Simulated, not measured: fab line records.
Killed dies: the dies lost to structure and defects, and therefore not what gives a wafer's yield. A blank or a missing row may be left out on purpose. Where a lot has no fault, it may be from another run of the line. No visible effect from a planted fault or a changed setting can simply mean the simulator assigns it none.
What tool caused it? | flow sky130 | 31 wafers from 11 lots sampled at 2 of the route's 708 steps

## WHAT THE GAUGES READ, wafer by wafer
SKY_CONTACT_RS_MEAS_25: measurement is done with a four-point probe.
lot  | measured     | on            | CONTACT_W_RS (ohm/sq)
L702 | day 31 14:06 | film metro-02 | 0.334 0.337 0.336
L705 | day 32 10:25 | film metro-01 | 0.338 0.341 0.338
L707 | day 33 18:27 | film metro-02 | 0.340 0.335 0.331
L709 | day 34 05:08 | film metro-04 | 0.337 0.335 0.338
L708 | day 34 06:46 | film metro-01 | 0.336 0.337 0.337
L710 | day 34 14:10 | film metro-04 | 0.339 0.475 0.337 0.340 0.474 0.338
L711 | day 34 16:18 | film metro-04 | 0.334 0.340 0.335
L712 | day 35 03:47 | film metro-04 | 0.338 0.485 0.338 0.486
L713 | day 35 14:38 | film metro-04 | 0.483 0.343 0.483 0.343
L724 | day 38 19:12 | film metro-04 | 0.332 0.331 0.334
L725 | day 38 21:18 | film metro-02 | 0.333 0.335 0.338

## TOOL THAT RAN EACH LOT (tool first, then ch and the chambers of the sampled wafers, then the start)
lot  | SKY_CONTACT_CVD_24
L702 | cvd w-01 ch 0,1, day 31 13:58
L705 | cvd w-02 ch 0,1, day 32 10:17
L707 | cvd w-01 ch 1, day 33 18:20
L709 | cvd w-01 ch 0,1, day 34 05:00
L708 | cvd w-01 ch 0,1, day 34 06:38
L710 | cvd w-01 ch 0,1, day 34 14:03
L711 | cvd w-02 ch 0,1, day 34 16:11
L712 | cvd w-01 ch 0,1, day 35 03:40
L713 | cvd w-01 ch 0,1, day 35 14:31
L724 | cvd w-02 ch 0,1, day 38 19:05
L725 | cvd w-02 ch 0,1, day 38 21:11
- SKY_CONTACT_CVD_24: deposits W, target thk 340 nm, time 102.12 s.

## THE ANSWER, worked out from the rows above alone
Rule: usual is defined by the lots themselves. Put in order of their means at a reading, lots are off if they are a third of the lots or fewer, leave a main group of 4 or more, and stand apart from it by a gap of 3 or more times the standard deviation of the main group's means; of several such gaps the widest counts. A main group whose means are all the same, to the digits that the tables above print for the reading, isn't used. Also off: a lot with no number at a reading for which 4 or more lots have one. Where the step has rows for the other lots, those lots are counted as sound.
Off: L710, L712, L713, at SKY_CONTACT_RS_MEAS_25 (CONTACT_W_RS). Mean 0.336 ohm/sq and standard deviation 0.0017 in the main group.
If a tool, at a process step before that reading, ran all the lots that are off and no sound lot after the first of them, it fits. The gauges at SKY_CONTACT_RS_MEAS_25 are tried like those tools. One fits: cvd w-01 at SKY_CONTACT_CVD_24. Its last sound lot is L708 (day 34 06:38), its first lot that is off L710 (day 34 14:03): a fault that began between those two fits.

## WHAT HAD BEEN PUT IN BY THE SIMULATOR
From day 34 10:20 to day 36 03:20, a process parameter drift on cvd w-01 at SKY_CONTACT_CVD_24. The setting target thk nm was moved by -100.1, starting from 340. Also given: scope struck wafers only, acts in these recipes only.
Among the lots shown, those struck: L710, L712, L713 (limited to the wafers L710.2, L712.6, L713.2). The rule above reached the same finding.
